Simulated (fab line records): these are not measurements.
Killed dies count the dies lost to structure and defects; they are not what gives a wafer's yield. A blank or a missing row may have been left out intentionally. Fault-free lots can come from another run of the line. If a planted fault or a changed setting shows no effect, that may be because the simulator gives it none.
Which tool did it? -- flow sky130 -- 12 lots with 36 wafers sampled at 5 steps, on a route of 708 steps

WHAT THE GAUGES READ, wafer by wafer
SKY_VIA2_THK_MEAS_01. Usual: for VIA2_HDPCVD_THK the level is 1184 nm and the standard deviation is 14.
lot,measured,on,VIA2_HDPCVD_THK (nm),flag
L101,day 35 05:14,film-metro-03,1152 1177 1183,
L103,day 36 05:01,film-metro-01,1161 1187 1207,
L106,day 37 07:03,film-metro-04,1208 1198 1218,
L107,day 37 09:50,film-metro-03,1198 1209 1202,
L110,day 38 09:13,film-metro-04,1163 1178 1156,
L111,day 38 12:34,film-metro-04,1190 1209 1176,
L112,day 38 22:29,film-metro-04,1768 1769 1787 1766 1769 1786,OFF
L113,day 39 08:15,film-metro-03,1761 1758 1774 1762 1757 1777,OFF
L117,day 41 01:48,film-metro-03,1167 1185 1189,
L121,day 41 16:23,film-metro-03,1156 1172 1186,
L123,day 42 00:05,film-metro-01,1184 1182 1173,
L122,day 42 03:14,film-metro-04,1189 1193 1189,

SKY_VIA2_OVL_MEAS_13. Usual: for VIA2_OVL the level is -2 nm and the standard deviation is 5.6.
lot,measured,on,VIA2_OVL (nm),flag
L101,day 36 08:22,overlay-02,-1 -2 -3,
L103,day 37 07:28,overlay-02,3 0 -2,
L106,day 38 08:55,overlay-01,-5 -1 -3,
L107,day 38 11:55,overlay-01,4 -2 4,
L110,day 39 10:55,overlay-02,-10 1 -9,
L111,day 39 14:10,overlay-02,-13 -3 0,
L112,day 39 23:52,overlay-02,6 2 1,
L113,day 40 08:56,overlay-01,-2 -2 -8,
L117,day 42 02:22,overlay-01,2 -10 -6,
L121,day 42 16:26,overlay-02,-7 -10 -11,
L123,day 42 23:54,overlay-01,-1 3 -10,
L122,day 43 02:43,overlay-01,-13 -14 -7,

WHICH TOOL RAN EACH LOT (tool, then ch and the chambers of the sampled wafers, then the start)
lot,SKY_VIA1_CVD_21,SKY_VIA1_CMP_24,SKY_VIA2_HDPCVD_00
L101,"cvd-w-01 ch 0,1, day 34 01:17","cmp-01 ch 0,1, day 34 01:34","hdpcvd-01 ch 0,2, day 35 05:06"
L103,"cvd-w-01 ch 0,1, day 35 00:55","cmp-01 ch 0,2,3, day 35 01:17","hdpcvd-02 ch 0,1,2, day 36 04:52"
L106,"cvd-w-02 ch 0,1, day 36 03:19","cmp-02 ch 0,2,3, day 36 03:44","hdpcvd-02 ch 1,2, day 37 06:55"
L107,"cvd-w-01 ch 0,1, day 36 06:46","cmp-02 ch 2,3, day 36 07:02","hdpcvd-02 ch 0,1, day 37 09:42"
L110,"cvd-w-01 ch 0,1, day 37 05:44","cmp-01 ch 0,2,3, day 37 06:03","hdpcvd-01 ch 0,1,2, day 38 09:05"
L111,"cvd-w-01 ch 1, day 37 09:00","cmp-01 ch 2,3, day 37 09:16","hdpcvd-02 ch 0,1,2, day 38 12:26"
L112,"cvd-w-02 ch 0,1, day 37 19:07","cmp-01 ch 0,1,3, day 37 19:24","hdpcvd-01 ch 0,2, day 38 22:21"
L113,"cvd-w-02 ch 0,1, day 38 05:19","cmp-02 ch 0,2,3, day 38 05:40","hdpcvd-01 ch 0,1,2, day 39 08:06"
L117,"cvd-w-01 ch 0,1, day 39 23:46","cmp-01 ch 0,1,2, day 40 00:02","hdpcvd-02 ch 0,1,2, day 41 01:40"
L121,"cvd-w-01 ch 0, day 40 14:50","cmp-01 ch 0,1,3, day 40 15:10","hdpcvd-02 ch 0,1,2, day 41 16:15"
L123,"cvd-w-02 ch 1, day 40 22:25","cmp-01 ch 1,2,3, day 40 22:47","hdpcvd-01 ch 0,1, day 41 23:57"
L122,"cvd-w-02 ch 0,1, day 41 00:47","cmp-02 ch 0,2,3, day 41 01:13","hdpcvd-01 ch 0,1, day 42 03:07"
- SKY_VIA1_CVD_21: deposits W, target thk 270 nm, time 80.902 s.
- SKY_VIA1_CMP_24: polishes, stops on SiO2, t overpolish 15 s, target thk 0 nm.
- SKY_VIA2_HDPCVD_00: deposits SiO2, target thk 1180 nm, time 196.7 s.

AS READ BY THE TOOLS THEMSELVES (means over the sampled wafers that have a number; for cases with no such wafer, the mark the record gives instead)
SKY_VIA1_CVD_21. Usual: heater-power-w reads 867 W (standard deviation 67).
lot,tool,heater-power-w (W),flag
L101,cvd-w-01,856,
L103,cvd-w-01,873,
L106,cvd-w-02,928,
L107,cvd-w-01,870,
L110,cvd-w-01,876,
L111,cvd-w-01,893,
L112,cvd-w-02,903,
L113,cvd-w-02,849,
L117,cvd-w-01,863,
L121,cvd-w-01,845,
L123,cvd-w-02,843,
L122,cvd-w-02,830,

SKY_VIA1_CMP_24. Usual: edge-zone-pressure-frac 1.000, standard deviation 0.0054; motor-current-A 10.9 A, standard deviation 0.95; overpolish-run-s 15.000 s, standard deviation 0.0094; time-to-endpoint-s 65 s, standard deviation 4.
lot,tool,edge-zone-pressure-frac,motor-current-A (A),overpolish-run-s (s),time-to-endpoint-s (s),flag
L101,cmp-01,1.000,10.5,15.007,64,
L103,cmp-01,1.003,11.5,14.998,63,
L106,cmp-02,1.001,10.5,14.997,67,
L107,cmp-02,0.998,10.4,14.996,70,
L110,cmp-01,0.997,11.5,15.001,68,
L111,cmp-01,0.997,11.8,15.012,63,
L112,cmp-01,1.001,11.0,15.008,66,
L113,cmp-02,1.002,10.6,15.001,66,
L117,cmp-01,1.002,10.7,15.004,65,
L121,cmp-01,0.995,11.4,15.006,62,
L123,cmp-01,1.002,11.3,15.011,63,
L122,cmp-02,1.000,10.5,14.999,71,

SKY_VIA2_HDPCVD_00. Usual: sih4-flow-sccm reads 59.98 sccm (standard deviation 0.18).
lot,tool,sih4-flow-sccm (sccm),flag
L101,hdpcvd-01,60.21,
L103,hdpcvd-02,59.91,
L106,hdpcvd-02,59.99,
L107,hdpcvd-02,59.98,
L110,hdpcvd-01,59.92,
L111,hdpcvd-02,59.90,
L112,hdpcvd-01,89.94,OFF
L113,hdpcvd-01,90.12,OFF
L117,hdpcvd-02,59.92,
L121,hdpcvd-02,59.87,
L123,hdpcvd-01,60.13,
L122,hdpcvd-01,60.08,

THE ANSWER, worked out from the rows above alone
Rule: a lot is off if the mean of its wafers that have a number lies more than 3 standard deviations from the usual mean. Also off: a lot with no number at a reading for which 4 or more lots have one. The other lots that the step has rows for count as sound. First the gauges in route order, then the tools' own readings, where a lot's mean is used as printed above. At the first step where some lot is off, the reading lying furthest off is the one used; lots without a number count as furthest.
Off: L112, L113, at SKY_VIA2_THK_MEAS_01 (VIA2_HDPCVD_THK).
If a tool, at a process step before that reading, ran all the lots that are off and no sound lot after the first of them, it fits. Not tried: the gauges at SKY_VIA2_THK_MEAS_01; whatever is off there is also off at SKY_VIA2_HDPCVD_00, on other tools, and gauge error can't account for it. None of those tried fits.

WHAT WAS PUT IN BY THE SIMULATOR
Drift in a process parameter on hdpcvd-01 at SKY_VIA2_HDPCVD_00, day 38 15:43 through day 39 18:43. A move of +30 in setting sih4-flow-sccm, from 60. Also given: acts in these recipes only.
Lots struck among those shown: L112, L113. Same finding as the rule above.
